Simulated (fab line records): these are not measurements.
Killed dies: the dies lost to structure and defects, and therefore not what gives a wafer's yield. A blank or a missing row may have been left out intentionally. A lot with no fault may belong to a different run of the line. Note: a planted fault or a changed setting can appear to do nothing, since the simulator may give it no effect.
The tool behind it: which one? + flow sky130 + 21 wafers sampled from 7 lots at 1 step of a route of 708

WHAT THE GAUGES READ, wafer by wafer
SKY_VT_ADJUST_LVTN_TW_MEAS_10.
| lot  | measured     | on            | VT_ADJUST_LVTN_TW |
|------|--------------|---------------|-------------------|
| L542 | day 7 05:38  | film-metro-02 | 239.4 239.3 239.5 |
| L545 | day 7 22:53  | film-metro-03 | 241.2 241.0 241.0 |
| L550 | day 9 14:18  | film-metro-02 | 237.9 238.9 236.8 |
| L552 | day 10 00:38 | film-metro-02 | 239.1 238.5 239.6 |
| L554 | day 10 17:50 | film-metro-02 | 238.9 238.0 238.4 |
| L561 | day 12 07:38 | film-metro-03 | 240.7 239.0 241.7 |
| L564 | day 13 04:15 | film-metro-03 | 240.4 240.5 240.3 |

WHICH TOOL RAN EACH LOT (tool, then ch and the chambers of the sampled wafers, then the start)
Before these readings, the record contains no process step.

THE ANSWER, worked out from the rows above alone
Rule: the usual values come from the lots themselves. The widest of any qualifying gaps counts: lots, ordered by their means at a reading, are off when they make up no more than a third of the lots, leave a main group of 4 or more, and stand apart from it by 3 or more times the standard deviation of that group's means. The tables above print the reading to a certain number of digits; a main group whose means all agree to those digits is not used. Also off: a lot with no number at a reading for which 4 or more lots have one. Any other lot the step has rows for is counted as sound.
Nothing can be told from this: no lot is off at any reading shown.

WHAT HAD BEEN PUT IN BY THE SIMULATOR
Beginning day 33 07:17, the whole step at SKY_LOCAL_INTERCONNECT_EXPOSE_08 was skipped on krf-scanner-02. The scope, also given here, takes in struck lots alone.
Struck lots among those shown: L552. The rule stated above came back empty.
